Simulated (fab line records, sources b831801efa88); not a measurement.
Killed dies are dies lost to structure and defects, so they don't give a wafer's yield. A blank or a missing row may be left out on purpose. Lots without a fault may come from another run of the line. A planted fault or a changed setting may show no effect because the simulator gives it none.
Chamber matching | flow gf180mcu | GF_V2_CMP_04 on cmp-01: 4 sister chambers
The step polishes SiO2. 8 wafers are shown with their chamber, then 8 later ones without.

WAFERS WITH THEIR CHAMBER
wafer  | chamber | motor_current_A (A) | time_to_endpoint_s (s)
L342.3 | 3       | 10.5                | 80
L345.4 | 0       | 10.5                | 90
L345.5 | 0       | 10.6                | 90
L354.5 | 2       | 12.7                | 84
L355.1 | 1       | 9.9                 | 84
L355.4 | 3       | 10.6                | 85
L355.6 | 1       | 9.6                 | 93
L356.2 | 2       | 13.2                | 85

WAFERS WITHOUT THEIR CHAMBER
wafer  | motor_current_A (A) | time_to_endpoint_s (s)
L356.5 | 13.5                | 89
L356.6 | 9.8                 | 93
L357.1 | 10.4                | 78
L357.3 | 9.7                 | 88
L357.4 | 13.3                | 80
L359.2 | 10.8                | 73
L359.3 | 13.0                | 74
L359.5 | 11.3                | 87

WHICH CHAMBER EACH WENT THROUGH
wafer  | from the rows above     | in truth
L356.5 | 2                       | 2
L356.6 | 1                       | 1
L357.1 | can't be placed: 3 or 0 | 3
L357.3 | 1                       | 1
L357.4 | 2                       | 2
L359.2 | can't be placed: 3 or 0 | 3
L359.3 | 2                       | 2
L359.5 | can't be placed: 0 or 3 | 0
Placed correctly: 5 of 8. Can't be placed from these rows: 3 (the true chamber is among the candidates in 3). Placed wrongly: 0.
How it was worked out, from the rows above alone: a wafer's distance from a chamber is the root of the sum, over the readings, of the square of ((its reading less the chamber's mean) divided by the reading's scatter). The wafer belongs to the nearest chamber; if the next one is less than 2 further off, it can't be placed. A chamber's mean is the mean of its shown wafers. The scatter: the root of (the sum of the squares of (reading less its chamber's mean) over the shown wafers, divided by (wafers less chambers)).
